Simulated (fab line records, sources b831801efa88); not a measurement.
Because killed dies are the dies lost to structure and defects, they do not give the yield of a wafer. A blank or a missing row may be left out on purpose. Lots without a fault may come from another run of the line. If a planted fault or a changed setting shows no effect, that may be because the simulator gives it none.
Which tool is to blame?	flow sky130	24 lots with 72 wafers sampled at 6 steps, on a route of 708 steps

== WHAT THE GAUGES READ, wafer by wafer ==
SKY_METAL2_CD_MEAS_15: the cd target is 140 nm.
lot	measured	on	cd_nm (nm)
L074	day 34 13:02	cd_sem-02	141.5 140.2 139.8
L075	day 35 02:35	cd_sem-02	140.2 139.4 139.8
L076	day 35 14:11	cd_sem-02	139.2 140.9 141.3
L077	day 35 17:18	cd_sem-01	141.5 140.0 141.8
L078	day 36 10:35	cd_sem-02	139.4 140.1 139.1
L079	day 36 10:55	cd_sem-01	140.8 140.9 140.7
L080	day 36 22:31	cd_sem-02	141.1 139.7 140.5
L081	day 37 05:09	cd_sem-02	143.1 143.7 142.5
L082	day 37 12:26	cd_sem-01	139.6 139.2 138.7
L083	day 38 12:48	cd_sem-02	139.6 141.9 140.3
L084	day 38 15:07	cd_sem-01	138.5 139.3 140.5
L085	day 38 16:53	cd_sem-02	142.0 143.2 144.9
L086	day 39 07:49	cd_sem-02	138.5 138.1 139.1
L087	day 39 23:50	cd_sem-01	139.6 140.0 140.6
L088	day 40 09:29	cd_sem-02	137.9 136.2 137.5
L089	day 40 16:04	cd_sem-01	138.1 137.2 138.0
L090	day 40 16:23	cd_sem-02	141.4 139.7 140.8
L091	day 40 18:43	cd_sem-02	143.6 143.4 144.4
L092	day 40 19:50	cd_sem-02	140.7 139.6 140.5
L093	day 40 23:53	cd_sem-01	139.8 142.0 141.7
L094	day 41 03:41	cd_sem-02	141.0 139.2 140.3
L095	day 42 02:24	cd_sem-01	139.0 138.7 141.7
L096	day 42 03:20	cd_sem-02	138.0 138.3 138.1
L097	day 42 15:35	cd_sem-01	139.4 139.4 138.5

SKY_VIA3_CD_MEAS_12: the cd target is 200 nm.
lot	measured	on	cd_nm (nm)
L074	day 39 01:47	cd_sem-02	199.8 198.7 199.9
L075	day 39 15:11	cd_sem-02	199.3 199.7 199.4
L076	day 40 02:14	cd_sem-01	202.8 201.2 202.9
L077	day 40 04:01	cd_sem-02	199.7 199.3 198.9
L078	day 40 22:08	cd_sem-01	201.0 201.4 201.3
L079	day 40 22:12	cd_sem-02	199.7 202.1 199.8
L080	day 41 07:37	cd_sem-02	201.5 199.9 201.3
L081	day 41 14:53	cd_sem-02	200.4 201.6 201.7
L082	day 41 22:44	cd_sem-02	199.5 199.0 199.7
L083	day 42 19:48	cd_sem-02	200.9 200.5 200.1
L084	day 42 20:45	cd_sem-01	200.3 199.8 200.3
L085	day 42 23:50	cd_sem-02	200.7 200.4 201.6
L086	day 43 12:30	cd_sem-02	198.4 198.0 197.3
L087	day 44 03:20	cd_sem-01	198.8 197.2 199.5
L088	day 44 11:11	cd_sem-01	198.1 199.4 199.7
L089	day 44 16:08	cd_sem-01	203.8 203.4 203.1
L090	day 44 17:11	cd_sem-02	198.1 200.1 198.6
L091	day 44 20:04	cd_sem-02	200.0 200.1 200.9
L092	day 44 21:32	cd_sem-02	198.2 197.7 197.6
L093	day 45 01:02	cd_sem-02	199.8 201.5 199.9
L094	day 45 04:26	cd_sem-01	200.1 199.4 199.3
L095	day 46 00:55	cd_sem-01	203.0 203.0 200.6
L096	day 46 01:22	cd_sem-01	203.5 200.7 202.1
L097	day 46 10:56	cd_sem-01	198.8 198.6 198.6

== EACH LOT AND THE TOOL THAT RAN IT (in order: tool; ch and the chambers of the sampled wafers; start) ==
lot	SKY_CONTACT_CMP_04	SKY_METAL1_SPUTTER_03	SKY_VIA1_SPUTTER_20	SKY_VIA2_ETCH_14
L074	cmp-02 ch 0,1,3, day 29 20:22	pvd_sputter-01, day 31 01:19	pvd_sputter-02, day 33 09:49	rie_diel-04 ch 0,1,3, day 35 16:59
L075	cmp-02 ch 0,1,2, day 30 12:13	pvd_sputter-01, day 31 16:28	pvd_sputter-01, day 33 23:37	rie_diel-04 ch 1,3, day 36 06:38
L076	cmp-01 ch 0,1,3, day 30 21:59	pvd_sputter-02, day 32 02:52	pvd_sputter-01, day 34 10:46	rie_diel-03 ch 0,2, day 36 18:23
L077	cmp-01 ch 1,2, day 31 01:45	pvd_sputter-01, day 32 06:14	pvd_sputter-03, day 34 14:13	rie_diel-03 ch 0,1,2, day 36 20:53
L078	cmp-01 ch 0,1,3, day 31 19:14	pvd_sputter-02, day 32 23:44	pvd_sputter-01, day 35 07:25	rie_diel-04 ch 1,2,3, day 37 14:41
L079	cmp-01 ch 1,2,3, day 31 19:52	pvd_sputter-04, day 33 00:35	pvd_sputter-03, day 35 07:46	rie_diel-03 ch 0,2,3, day 37 14:44
L080	cmp-01 ch 2,3, day 32 06:49	pvd_sputter-02, day 33 11:36	pvd_sputter-03, day 35 19:41	rie_diel-04 ch 0,2,3, day 38 01:50
L081	cmp-01 ch 0,1,2, day 32 13:52	pvd_sputter-02, day 33 19:05	pvd_sputter-02, day 36 02:09	rie_diel-01 ch 2,3, day 38 07:56
L082	cmp-02 ch 1,2,3, day 32 23:01	pvd_sputter-01, day 34 03:15	pvd_sputter-02, day 36 09:51	rie_diel-04 ch 0,3, day 38 15:57
L083	cmp-02 ch 0,1,2, day 33 21:47	pvd_sputter-02, day 35 02:20	pvd_sputter-02, day 37 10:10	rie_diel-04 ch 0,1, day 39 15:32
L084	cmp-01 ch 0,2,3, day 34 01:14	pvd_sputter-04, day 35 05:19	pvd_sputter-01, day 37 12:18	rie_diel-04 ch 0,1, day 39 17:23
L085	cmp-02 ch 0,1,3, day 34 03:13	pvd_sputter-02, day 35 07:44	pvd_sputter-02, day 37 14:18	rie_diel-01 ch 2,3, day 39 19:11
L086	cmp-01 ch 0,2,3, day 34 19:35	pvd_sputter-04, day 36 00:17	pvd_sputter-03, day 38 05:58	rie_diel-03 ch 0,3, day 40 10:32
L087	cmp-01 ch 1,2,3, day 35 11:38	pvd_sputter-04, day 36 15:56	pvd_sputter-03, day 38 21:46	rie_diel-04 ch 0,1,3, day 41 01:56
L088	cmp-02 ch 2,3, day 35 22:04	pvd_sputter-01, day 37 02:25	pvd_sputter-02, day 39 07:32	rie_diel-01 ch 1,2, day 41 10:42
L089	cmp-01 ch 0,1,3, day 36 04:08	pvd_sputter-04, day 37 08:27	pvd_sputter-03, day 39 13:46	rie_diel-03 ch 0,1, day 41 16:23
L090	cmp-01 ch 0,1,2, day 36 05:16	pvd_sputter-04, day 37 09:37	pvd_sputter-02, day 39 14:56	rie_diel-01 ch 0,1,3, day 41 17:33
L091	cmp-01 ch 0,1,3, day 36 08:02	pvd_sputter-04, day 37 12:11	pvd_sputter-03, day 39 17:01	rie_diel-01 ch 0,1,2, day 41 20:21
L092	cmp-02 ch 0,1,3, day 36 09:31	pvd_sputter-01, day 37 13:25	pvd_sputter-01, day 39 17:40	rie_diel-04 ch 0,1, day 41 21:17
L093	cmp-02 ch 0,1,3, day 36 13:27	pvd_sputter-01, day 37 17:26	pvd_sputter-03, day 39 22:37	rie_diel-01 ch 0,2,3, day 42 01:24
L094	cmp-02 ch 0,2, day 36 19:00	pvd_sputter-02, day 37 23:04	pvd_sputter-03, day 40 03:26	rie_diel-03 ch 0,2, day 42 05:32
L095	cmp-02 ch 0,1,2, day 37 17:41	pvd_sputter-04, day 38 22:02	pvd_sputter-02, day 41 01:28	rie_diel-03 ch 0,2,3, day 43 03:29
L096	cmp-02 ch 0,2,3, day 37 19:20	pvd_sputter-04, day 38 22:58	pvd_sputter-01, day 41 03:01	rie_diel-03 ch 1,2,3, day 43 03:57
L097	cmp-01 ch 0,1,3, day 38 11:01	pvd_sputter-01, day 39 13:44	pvd_sputter-03, day 41 16:43	rie_diel-03 ch 1,2,3, day 43 15:59
- SKY_CONTACT_CMP_04: polishes SiO2.
- SKY_METAL1_SPUTTER_03: material Ti, target thk 5 nm, time 3.3 s.
- SKY_VIA1_SPUTTER_20: material TiN, target thk 20 nm, time 80 s.
- SKY_VIA2_ETCH_14: etches BARC in N2/H2, stops on SiO2, time 45.9 s, target depth 60 nm.

== AS READ BY THE TOOLS THEMSELVES (means over the sampled wafers that have a number; for cases with no such wafer, the mark the record gives instead) ==
SKY_CONTACT_CMP_04.
lot	tool	head_pressure_psi (psi)	motor_current_A (A)	slurry_filter_dp_kPa (kPa)	slurry_flow_ml_min	time_to_endpoint_s (s)
L074	cmp-02	3.983	11.8	13.63	149.9	87
L075	cmp-02	4.012	12.2	13.51	150.2	79
L076	cmp-01	4.004	12.0	13.50	150.1	84
L077	cmp-01	4.002	13.4	13.58	150.1	88
L078	cmp-01	3.992	12.7	13.41	150.1	82
L079	cmp-01	3.998	13.2	13.60	149.7	81
L080	cmp-01	3.997	13.8	13.37	150.6	85
L081	cmp-01	4.002	12.9	13.51	149.9	81
L082	cmp-02	3.999	11.3	13.50	149.7	83
L083	cmp-02	3.996	12.3	13.53	150.2	82
L084	cmp-01	3.993	12.6	13.49	149.8	82
L085	cmp-02	3.998	11.4	13.47	150.0	83
L086	cmp-01	4.000	12.8	13.36	149.9	85
L087	cmp-01	4.004	12.7	13.51	149.8	84
L088	cmp-02	4.011	12.3	13.57	150.1	77
L089	cmp-01	3.995	12.2	13.65	150.0	84
L090	cmp-01	3.997	12.7	13.52	150.1	84
L091	cmp-01	4.001	12.3	13.58	150.0	79
L092	cmp-02	4.009	11.8	13.57	150.1	85
L093	cmp-02	3.987	11.7	13.37	150.5	78
L094	cmp-02	3.995	13.5	13.46	149.7	81
L095	cmp-02	3.995	12.3	13.54	150.1	84
L096	cmp-02	3.994	12.2	13.56	150.2	86
L097	cmp-01	3.998	12.0	13.55	150.3	85

SKY_METAL1_SPUTTER_03.
lot	tool	throttle_valve_pct (%)
L074	pvd_sputter-01	30.2
L075	pvd_sputter-01	30.5
L076	pvd_sputter-02	30.1
L077	pvd_sputter-01	30.2
L078	pvd_sputter-02	30.0
L079	pvd_sputter-04	29.2
L080	pvd_sputter-02	30.6
L081	pvd_sputter-02	30.6
L082	pvd_sputter-01	30.0
L083	pvd_sputter-02	30.0
L084	pvd_sputter-04	29.1
L085	pvd_sputter-02	30.3
L086	pvd_sputter-04	28.6
L087	pvd_sputter-04	29.8
L088	pvd_sputter-01	30.0
L089	pvd_sputter-04	29.8
L090	pvd_sputter-04	29.8
L091	pvd_sputter-04	29.9
L092	pvd_sputter-01	30.3
L093	pvd_sputter-01	30.8
L094	pvd_sputter-02	30.1
L095	pvd_sputter-04	29.1
L096	pvd_sputter-04	29.9
L097	pvd_sputter-01	30.2

SKY_VIA1_SPUTTER_20.
lot	tool	throttle_valve_pct (%)
L074	pvd_sputter-02	30.7
L075	pvd_sputter-01	30.2
L076	pvd_sputter-01	30.7
L077	pvd_sputter-03	29.3
L078	pvd_sputter-01	30.6
L079	pvd_sputter-03	29.3
L080	pvd_sputter-03	30.4
L081	pvd_sputter-02	29.7
L082	pvd_sputter-02	30.0
L083	pvd_sputter-02	30.1
L084	pvd_sputter-01	30.7
L085	pvd_sputter-02	31.2
L086	pvd_sputter-03	29.6
L087	pvd_sputter-03	29.7
L088	pvd_sputter-02	29.9
L089	pvd_sputter-03	28.8
L090	pvd_sputter-02	30.7
L091	pvd_sputter-03	29.8
L092	pvd_sputter-01	30.7
L093	pvd_sputter-03	29.8
L094	pvd_sputter-03	30.4
L095	pvd_sputter-02	30.2
L096	pvd_sputter-01	30.0
L097	pvd_sputter-03	29.8

SKY_VIA2_ETCH_14.
lot	tool	chamber_pressure_mTorr (mTorr)	drypump_motor_current_A (A)	h2_flow_sccm (sccm)	oes_product_au (a.u.)	throttle_valve_pct (%)
L074	rie_diel-04	29.983	5.4	199.6	0.850	13.235
L075	rie_diel-04	30.022	5.4	199.7	0.858	13.219
L076	rie_diel-03	29.976	5.3	200.5	0.860	13.223
L077	rie_diel-03	29.989	5.4	199.9	0.855	13.219
L078	rie_diel-04	30.015	5.4	200.0	0.860	13.226
L079	rie_diel-03	30.041	5.5	200.1	0.849	13.223
L080	rie_diel-04	29.979	5.4	199.5	0.854	13.224
L081	rie_diel-01	29.996	6.1	200.4	0.848	13.216
L082	rie_diel-04	29.989	5.4	199.5	0.852	13.218
L083	rie_diel-04	30.007	5.4	200.0	0.852	13.231
L084	rie_diel-04	29.995	5.5	200.6	0.851	13.231
L085	rie_diel-01	30.009	6.1	199.5	0.852	13.223
L086	rie_diel-03	29.995	5.4	200.1	0.852	13.232
L087	rie_diel-04	29.994	5.4	200.1	0.852	13.226
L088	rie_diel-01	29.983	6.0	200.2	0.852	13.222
L089	rie_diel-03	30.011	5.2	199.9	0.857	13.221
L090	rie_diel-01	29.979	6.2	199.5	0.847	13.220
L091	rie_diel-01	29.986	5.9	200.0	0.857	13.224
L092	rie_diel-04	30.014	5.5	200.5	0.847	13.227
L093	rie_diel-01	30.015	6.0	200.8	0.851	13.224
L094	rie_diel-03	29.991	5.3	200.5	0.855	13.221
L095	rie_diel-03	30.027	5.6	199.3	0.851	13.227
L096	rie_diel-03	29.979	5.6	200.1	0.851	13.220
L097	rie_diel-03	30.028	5.6	200.2	0.850	13.230

== THE ANSWER, worked out from the rows above alone ==
Rule: the lots themselves supply what counts as usual. Put in order of their means at a reading, lots are off if they are a third of the lots or fewer, leave a main group of 4 or more, and stand apart from it by a gap of 3 or more times the standard deviation of the main group's means; of several such gaps the widest counts. A main group is skipped when, at the precision printed for the reading in the tables above, its means are all equal. Also off: a lot with no number at a reading for which 4 or more lots have one. All remaining lots with rows at the step are treated as sound. First the gauges in route order, then the tools' own readings, where a lot's mean is used as printed above. At the first step where some lot is off, the reading lying furthest off is the one used; lots without a number count as furthest.
No lot is off on any of the readings shown, so nothing can be concluded from this.

== WHAT HAD BEEN PUT IN BY THE SIMULATOR ==
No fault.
